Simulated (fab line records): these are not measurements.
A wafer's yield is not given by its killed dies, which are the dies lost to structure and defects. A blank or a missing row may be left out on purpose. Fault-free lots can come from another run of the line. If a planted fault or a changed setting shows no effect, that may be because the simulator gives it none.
Check of tool commonality + flow sky130 + Lots sampled 15, wafers sampled 45

WHY THIS WAS OPENED
SKY_POLY_GATE_THK_MEAS_01, reading POLY_GATE_CVD_00_THK: flagged on 3 of 15 lots. Fault-free wafers read 180.5 nm, with a standard deviation of 1.9.
Rule: a lot is flagged in two cases, either no wafer of it has a number, or all its wafers with numbers fall more than 4 standard deviations from that mean. The other lots count as sound.

| lot  | measured     | on            | POLY_GATE_CVD_00_THK (nm), wafer by wafer | flag    |
|------|--------------|---------------|-------------------------------------------|---------|
| L498 | day 15 00:21 | film-metro-02 | 180.4 179.7 179.8                         |         |
| L499 | day 15 01:33 | film-metro-04 | 177.7 178.9 177.4                         |         |
| L500 | day 15 17:53 | film-metro-03 | 178.3 179.0 178.1                         |         |
| L501 | day 15 22:09 | film-metro-02 | 180.4 178.8 180.4                         |         |
| L502 | day 16 03:13 | film-metro-03 | 177.2 178.0 178.8                         |         |
| L504 | day 17 02:19 | film-metro-04 | 179.9 179.9 180.7                         |         |
| L505 | day 17 10:07 | film-metro-02 | 178.7 179.2 176.8                         |         |
| L508 | day 18 13:10 | film-metro-02 | 226.2 227.3 226.2                         | FLAGGED |
| L509 | day 18 13:10 | film-metro-04 | 224.9 226.2 224.7                         | FLAGGED |
| L510 | day 18 20:18 | film-metro-03 | 224.2 226.9 224.7                         | FLAGGED |
| L515 | day 21 00:13 | film-metro-04 | 181.9 182.3 180.4                         |         |
| L516 | day 21 03:34 | film-metro-02 | 181.4 181.3 180.4                         |         |
| L517 | day 22 01:13 | film-metro-04 | 178.6 179.5 176.9                         |         |
| L518 | day 22 08:44 | film-metro-03 | 182.3 181.5 182.3                         |         |
| L519 | day 22 14:47 | film-metro-03 | 182.9 183.9 183.0                         |         |
The mean of the flagged lots' numbers is 225.7 nm, +45.2 nm from the usual (+24 standard deviations).

WHICH TOOL RAN EACH LOT
Before the reading, the record contains 2 process steps out of a 708-step route. Every cell lists first the tool, next ch and the chambers used by the sampled wafers, and last the start.
| lot  | flag    | SKY_DNWELL_STRIP_08                 | SKY_POLY_GATE_CVD_00        |
|------|---------|-------------------------------------|-----------------------------|
| L498 |         | plasma-asher-02 ch 0,1, day 3 18:10 | lpcvd-01 ch 1, day 14 23:09 |
| L499 |         | plasma-asher-02 ch 0,1, day 3 21:35 | lpcvd-01 ch 0, day 15 00:21 |
| L500 |         | plasma-asher-03 ch 0,1, day 4 08:55 | lpcvd-01 ch 1, day 15 16:40 |
| L501 |         | plasma-asher-02 ch 0,1, day 4 13:20 | lpcvd-01 ch 0, day 15 20:57 |
| L502 |         | plasma-asher-04 ch 0, day 4 16:17   | lpcvd-01 ch 1, day 16 02:01 |
| L504 |         | plasma-asher-03 ch 0,1, day 5 01:01 | lpcvd-01 ch 0, day 17 01:05 |
| L505 |         | plasma-asher-04 ch 0,1, day 5 05:07 | lpcvd-01 ch 0, day 17 08:55 |
| L508 | FLAGGED | plasma-asher-02 ch 0,1, day 5 20:26 | lpcvd-01 ch 1, day 18 11:57 |
| L509 | FLAGGED | plasma-asher-02 ch 0,1, day 6 05:19 | lpcvd-01 ch 1, day 18 11:57 |
| L510 | FLAGGED | plasma-asher-03 ch 0,1, day 6 11:13 | lpcvd-01 ch 1, day 18 19:06 |
| L515 |         | plasma-asher-02 ch 1, day 7 16:34   | lpcvd-01 ch 1, day 20 23:01 |
| L516 |         | plasma-asher-04 ch 0,1, day 7 23:41 | lpcvd-01 ch 0, day 21 02:22 |
| L517 |         | plasma-asher-04 ch 0,1, day 8 08:04 | lpcvd-01 ch 0, day 22 00:01 |
| L518 |         | plasma-asher-03 ch 1, day 8 14:44   | lpcvd-01 ch 0, day 22 07:31 |
| L519 |         | plasma-asher-02 ch 0,1, day 8 22:36 | lpcvd-01 ch 0, day 22 13:35 |
What is done by these steps:
- SKY_DNWELL_STRIP_08: strips in O2/N2.
- SKY_POLY_GATE_CVD_00: deposits poly-Si, target thk 180 nm, time 720 s.
- SKY_POLY_GATE_THK_MEAS_01

FLAGGED OVER TOTAL, TOOL BY TOOL (the gauges that took the reading come last)
| step                      | tool            | lots run | flagged | share of the flagged lots | sound lots run after its first flagged lot |
|---------------------------|-----------------|----------|---------|---------------------------|--------------------------------------------|
| SKY_DNWELL_STRIP_08       | plasma-asher-02 | 7        | 2       | some                      | 2 (L515,L519)                              |
| SKY_DNWELL_STRIP_08       | plasma-asher-03 | 4        | 1       | some                      | 1 (L518)                                   |
| SKY_DNWELL_STRIP_08       | plasma-asher-04 | 4        | 0       | none                      | -                                          |
| SKY_POLY_GATE_CVD_00      | lpcvd-01        | 15       | 3       | all                       | 5 (L515,L516,L517,L518,L519)               |
| SKY_POLY_GATE_THK_MEAS_01 | film-metro-02   | 5        | 1       | some                      | 1 (L516)                                   |
| SKY_POLY_GATE_THK_MEAS_01 | film-metro-03   | 5        | 1       | some                      | 2 (L518,L519)                              |
| SKY_POLY_GATE_THK_MEAS_01 | film-metro-04   | 5        | 1       | some                      | 2 (L515,L517)                              |

WHAT THE TABLE PERMITS
In the table, 1 row covers all flagged lots: lpcvd-01 at SKY_POLY_GATE_CVD_00.
- lpcvd-01 at SKY_POLY_GATE_CVD_00: 3 of its 15 lots flagged. Lots that were sound ran on it after the first flagged one (L515, L516, L517, L518, L519); a persistent fault on the entire tool would not allow that.
There is no row in the table that ran each flagged lot and no sound lot after the first.

WHAT HAD BEEN PUT IN BY THE SIMULATOR
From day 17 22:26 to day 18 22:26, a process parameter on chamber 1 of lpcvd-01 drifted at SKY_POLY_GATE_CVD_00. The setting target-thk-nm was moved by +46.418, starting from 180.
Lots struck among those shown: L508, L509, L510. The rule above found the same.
